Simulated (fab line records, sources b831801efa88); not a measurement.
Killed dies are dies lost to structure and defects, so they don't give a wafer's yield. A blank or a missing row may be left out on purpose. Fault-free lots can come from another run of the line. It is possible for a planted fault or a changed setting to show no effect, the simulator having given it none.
Which tool is to blame? || flow sky130 || 12 lots, 36 wafers sampled, at 5 steps of a route of 708

== WHAT THE GAUGES READ, wafer by wafer ==
SKY_FIELD_ISO_THK_MEAS_23.
{"lot": "L827", "measured": "day 2 08:34", "on": "film_metro-03", "FIELD_ISO_OXIDATION_01_THK (nm)": "9.95 10.06 10.11"}
{"lot": "L830", "measured": "day 3 01:04", "on": "film_metro-02", "FIELD_ISO_OXIDATION_01_THK (nm)": "10.30 10.05 10.18"}
{"lot": "L831", "measured": "day 3 05:10", "on": "film_metro-03", "FIELD_ISO_OXIDATION_01_THK (nm)": "10.00 9.95 10.09"}
{"lot": "L832", "measured": "day 3 08:47", "on": "film_metro-03", "FIELD_ISO_OXIDATION_01_THK (nm)": "9.99 10.10 10.08"}
{"lot": "L834", "measured": "day 3 21:10", "on": "film_metro-03", "FIELD_ISO_OXIDATION_01_THK (nm)": "10.17 10.07 10.14"}
{"lot": "L839", "measured": "day 5 01:34", "on": "film_metro-02", "FIELD_ISO_OXIDATION_01_THK (nm)": "9.93 9.91 9.89"}
{"lot": "L840", "measured": "day 5 04:28", "on": "film_metro-04", "FIELD_ISO_OXIDATION_01_THK (nm)": "10.26 10.37 10.22"}
{"lot": "L841", "measured": "day 5 09:51", "on": "film_metro-03", "FIELD_ISO_OXIDATION_01_THK (nm)": "10.11 9.99 10.15"}
{"lot": "L846", "measured": "day 6 09:49", "on": "film_metro-03", "FIELD_ISO_OXIDATION_01_THK (nm)": "10.17 10.17 10.16"}
{"lot": "L847", "measured": "day 6 15:53", "on": "film_metro-03", "FIELD_ISO_OXIDATION_01_THK (nm)": "10.19 10.14 10.13"}
{"lot": "L849", "measured": "day 7 01:16", "on": "film_metro-02", "FIELD_ISO_OXIDATION_01_THK (nm)": "10.05 10.08 9.99"}
{"lot": "L850", "measured": "day 7 06:51", "on": "film_metro-03", "FIELD_ISO_OXIDATION_01_THK (nm)": "9.90 10.25 10.05"}

SKY_GATE_OXIDE_TW_MEAS_14.
{"lot": "L827", "measured": "day 13 16:07", "on": "film_metro-01", "GATE_OXIDE_TW": "225.7 223.5 223.9"}
{"lot": "L830", "measured": "day 14 19:22", "on": "film_metro-02", "GATE_OXIDE_TW": "223.2 222.0 224.7"}
{"lot": "L831", "measured": "day 15 07:53", "on": "film_metro-01", "GATE_OXIDE_TW": "226.1 227.6 226.1"}
{"lot": "L832", "measured": "day 15 18:35", "on": "film_metro-01", "GATE_OXIDE_TW": "224.9 227.1 226.5"}
{"lot": "L834", "measured": "day 16 12:02", "on": "film_metro-01", "GATE_OXIDE_TW": "225.4 225.9 224.9"}
{"lot": "L839", "measured": "day 18 08:57", "on": "film_metro-02", "GATE_OXIDE_TW": "209.8 209.3 209.4"}
{"lot": "L840", "measured": "day 18 13:31", "on": "film_metro-03", "GATE_OXIDE_TW": "209.1 209.3 210.2"}
{"lot": "L841", "measured": "day 19 02:50", "on": "film_metro-02", "GATE_OXIDE_TW": "223.5 222.7 223.4"}
{"lot": "L846", "measured": "day 20 19:11", "on": "film_metro-03", "GATE_OXIDE_TW": "226.1 227.6 226.3"}
{"lot": "L847", "measured": "day 21 01:46", "on": "film_metro-03", "GATE_OXIDE_TW": "225.8 226.0 226.0"}
{"lot": "L849", "measured": "day 21 18:14", "on": "film_metro-02", "GATE_OXIDE_TW": "225.8 225.6 225.3"}
{"lot": "L850", "measured": "day 22 01:58", "on": "film_metro-03", "GATE_OXIDE_TW": "226.2 224.7 226.2"}

SKY_SD_N_RS_MEAS_16: measurement is done with a four-point probe.
{"lot": "L827", "measured": "day 27 16:35", "on": "film_metro-01", "SD_N_RS (ohm/sq)": "68.72 68.66 68.74"}
{"lot": "L830", "measured": "day 28 23:11", "on": "film_metro-02", "SD_N_RS (ohm/sq)": "68.62 68.62 68.47"}
{"lot": "L831", "measured": "day 29 09:03", "on": "film_metro-02", "SD_N_RS (ohm/sq)": "68.57 68.46 68.53"}
{"lot": "L832", "measured": "day 30 00:35", "on": "film_metro-04", "SD_N_RS (ohm/sq)": "68.63 68.64 68.55"}
{"lot": "L834", "measured": "day 30 15:44", "on": "film_metro-04", "SD_N_RS (ohm/sq)": "68.54 68.84 68.46"}
{"lot": "L839", "measured": "day 32 03:11", "on": "film_metro-04", "SD_N_RS (ohm/sq)": "68.63 68.65 68.77"}
{"lot": "L840", "measured": "day 32 11:56", "on": "film_metro-04", "SD_N_RS (ohm/sq)": "68.62 68.65 68.52"}
{"lot": "L841", "measured": "day 32 21:02", "on": "film_metro-04", "SD_N_RS (ohm/sq)": "68.80 68.65 68.42"}
{"lot": "L846", "measured": "day 34 08:01", "on": "film_metro-01", "SD_N_RS (ohm/sq)": "68.75 68.74 68.62"}
{"lot": "L847", "measured": "day 34 14:35", "on": "film_metro-02", "SD_N_RS (ohm/sq)": "68.39 68.49 68.60"}
{"lot": "L849", "measured": "day 35 06:38", "on": "film_metro-04", "SD_N_RS (ohm/sq)": "68.58 68.55 68.67"}
{"lot": "L850", "measured": "day 35 13:37", "on": "film_metro-04", "SD_N_RS (ohm/sq)": "68.58 68.64 68.45"}

== WHICH TOOL RAN EACH LOT (tool, then ch and the chambers of the sampled wafers, then the start) ==
{"lot": "L827", "SKY_SONOS_ONO_STRIP_17": "plasma_asher-03 ch 0,1, day 12 12:22", "SKY_GATE_OXIDE_IMPLANT_11": "implanter-02 ch 0, day 13 15:46"}
{"lot": "L830", "SKY_SONOS_ONO_STRIP_17": "plasma_asher-03 ch 0,1, day 13 15:10", "SKY_GATE_OXIDE_IMPLANT_11": "implanter-03 ch 0, day 14 19:01"}
{"lot": "L831", "SKY_SONOS_ONO_STRIP_17": "plasma_asher-01 ch 1, day 14 01:37", "SKY_GATE_OXIDE_IMPLANT_11": "implanter-03 ch 0, day 15 07:34"}
{"lot": "L832", "SKY_SONOS_ONO_STRIP_17": "plasma_asher-03 ch 0,1, day 14 12:22", "SKY_GATE_OXIDE_IMPLANT_11": "implanter-04 ch 0, day 15 18:14"}
{"lot": "L834", "SKY_SONOS_ONO_STRIP_17": "plasma_asher-03 ch 0,1, day 15 04:46", "SKY_GATE_OXIDE_IMPLANT_11": "implanter-04 ch 0, day 16 11:41"}
{"lot": "L839", "SKY_SONOS_ONO_STRIP_17": "plasma_asher-03 ch 0,1, day 17 00:28", "SKY_GATE_OXIDE_IMPLANT_11": "implanter-04 ch 0, day 18 08:35"}
{"lot": "L840", "SKY_SONOS_ONO_STRIP_17": "plasma_asher-01 ch 0,1, day 17 06:36", "SKY_GATE_OXIDE_IMPLANT_11": "implanter-04 ch 0, day 18 13:11"}
{"lot": "L841", "SKY_SONOS_ONO_STRIP_17": "plasma_asher-01 ch 0, day 17 18:28", "SKY_GATE_OXIDE_IMPLANT_11": "implanter-03 ch 0, day 19 02:29"}
{"lot": "L846", "SKY_SONOS_ONO_STRIP_17": "plasma_asher-01 ch 1, day 19 10:34", "SKY_GATE_OXIDE_IMPLANT_11": "implanter-03 ch 0, day 20 18:44"}
{"lot": "L847", "SKY_SONOS_ONO_STRIP_17": "plasma_asher-03 ch 0, day 19 17:34", "SKY_GATE_OXIDE_IMPLANT_11": "implanter-02 ch 0, day 21 01:17"}
{"lot": "L849", "SKY_SONOS_ONO_STRIP_17": "plasma_asher-01 ch 0,1, day 20 08:55", "SKY_GATE_OXIDE_IMPLANT_11": "implanter-04 ch 0, day 21 17:53"}
{"lot": "L850", "SKY_SONOS_ONO_STRIP_17": "plasma_asher-03 ch 0,1, day 20 16:10", "SKY_GATE_OXIDE_IMPLANT_11": "implanter-04 ch 0, day 22 01:38"}
- SKY_SONOS_ONO_STRIP_17: strips in O2/N2.
- SKY_GATE_OXIDE_IMPLANT_11

== WHAT THE TOOLS THEMSELVES READ (means of the sampled wafers that have a number; where no wafer has one, the mark that the record gives instead) ==
SKY_SONOS_ONO_STRIP_17.
{"lot": "L827", "tool": "plasma_asher-03", "drypump_motor_current_A (A)": 5.2, "oes_product_au (a.u.)": 0.705, "strip_time_to_endpoint_s (s)": 14.13}
{"lot": "L830", "tool": "plasma_asher-03", "drypump_motor_current_A (A)": 5.2, "oes_product_au (a.u.)": 0.715, "strip_time_to_endpoint_s (s)": 14.10}
{"lot": "L831", "tool": "plasma_asher-01", "drypump_motor_current_A (A)": 6.1, "oes_product_au (a.u.)": 0.712, "strip_time_to_endpoint_s (s)": 14.07}
{"lot": "L832", "tool": "plasma_asher-03", "drypump_motor_current_A (A)": 5.2, "oes_product_au (a.u.)": 0.714, "strip_time_to_endpoint_s (s)": 14.03}
{"lot": "L834", "tool": "plasma_asher-03", "drypump_motor_current_A (A)": 5.2, "oes_product_au (a.u.)": 0.714, "strip_time_to_endpoint_s (s)": 14.10}
{"lot": "L839", "tool": "plasma_asher-03", "drypump_motor_current_A (A)": 5.2, "oes_product_au (a.u.)": 0.710, "strip_time_to_endpoint_s (s)": 14.07}
{"lot": "L840", "tool": "plasma_asher-01", "drypump_motor_current_A (A)": 6.2, "oes_product_au (a.u.)": 0.711, "strip_time_to_endpoint_s (s)": 14.00}
{"lot": "L841", "tool": "plasma_asher-01", "drypump_motor_current_A (A)": 6.6, "oes_product_au (a.u.)": 0.713, "strip_time_to_endpoint_s (s)": 14.00}
{"lot": "L846", "tool": "plasma_asher-01", "drypump_motor_current_A (A)": 6.1, "oes_product_au (a.u.)": 0.711, "strip_time_to_endpoint_s (s)": 14.12}
{"lot": "L847", "tool": "plasma_asher-03", "drypump_motor_current_A (A)": 4.9, "oes_product_au (a.u.)": 0.711, "strip_time_to_endpoint_s (s)": 14.10}
{"lot": "L849", "tool": "plasma_asher-01", "drypump_motor_current_A (A)": 6.4, "oes_product_au (a.u.)": 0.707, "strip_time_to_endpoint_s (s)": 14.07}
{"lot": "L850", "tool": "plasma_asher-03", "drypump_motor_current_A (A)": 5.5, "oes_product_au (a.u.)": 0.710, "strip_time_to_endpoint_s (s)": 14.05}

SKY_GATE_OXIDE_IMPLANT_11.
{"lot": "L827", "tool": "implanter-02", "dose_ions_cm2": 2.5999e+12, "faraday_current_uA": 14.83}
{"lot": "L830", "tool": "implanter-03", "dose_ions_cm2": 2.6021e+12, "faraday_current_uA": 14.66}
{"lot": "L831", "tool": "implanter-03", "dose_ions_cm2": 2.5999e+12, "faraday_current_uA": 14.85}
{"lot": "L832", "tool": "implanter-04", "dose_ions_cm2": 2.6019e+12, "faraday_current_uA": 14.35}
{"lot": "L834", "tool": "implanter-04", "dose_ions_cm2": 2.6017e+12, "faraday_current_uA": 14.71}
{"lot": "L839", "tool": "implanter-04", "dose_ions_cm2": 2.0303e+12, "faraday_current_uA": 11.42}
{"lot": "L840", "tool": "implanter-04", "dose_ions_cm2": 2.0334e+12, "faraday_current_uA": 11.43}
{"lot": "L841", "tool": "implanter-03", "dose_ions_cm2": 2.6007e+12, "faraday_current_uA": 14.77}
{"lot": "L846", "tool": "implanter-03", "dose_ions_cm2": 2.6014e+12, "faraday_current_uA": 14.69}
{"lot": "L847", "tool": "implanter-02", "dose_ions_cm2": 2.5951e+12, "faraday_current_uA": 14.84}
{"lot": "L849", "tool": "implanter-04", "dose_ions_cm2": 2.5968e+12, "faraday_current_uA": 14.69}
{"lot": "L850", "tool": "implanter-04", "dose_ions_cm2": 2.5970e+12, "faraday_current_uA": 14.75}

== THE ANSWER, worked out from the rows above alone ==
Rule: the lots themselves supply what counts as usual. Put in order of their means at a reading, lots are off if they are a third of the lots or fewer, leave a main group of 4 or more, and stand apart from it by a gap of 3 or more times the standard deviation of the main group's means; of several such gaps the widest counts. If all means in a main group match to the digits the tables above print for the reading, that group is not used. Also off: a lot with no number at a reading for which 4 or more lots have one. Where the step has rows for the other lots, those lots are counted as sound. Order of review: gauges by route order, followed by the tools' own readings, for which a lot's mean as printed above is used. The first step at which some lot is off is used, and at that step the reading that is off furthest; a lot without a number counts as furthest.
Off: L839, L840, at SKY_GATE_OXIDE_TW_MEAS_14 (GATE_OXIDE_TW). The main group: mean 225.3, standard deviation 1.2.
If a tool, at a process step before that reading, ran all the lots that are off and no sound lot after the first of them, it fits. The gauges at SKY_GATE_OXIDE_TW_MEAS_14 aren't tried: what is off there is off at SKY_GATE_OXIDE_IMPLANT_11 too, on other tools, and a gauge's error can't cause that. Of those tried, none fits.

== WHAT HAD BEEN PUT IN BY THE SIMULATOR ==
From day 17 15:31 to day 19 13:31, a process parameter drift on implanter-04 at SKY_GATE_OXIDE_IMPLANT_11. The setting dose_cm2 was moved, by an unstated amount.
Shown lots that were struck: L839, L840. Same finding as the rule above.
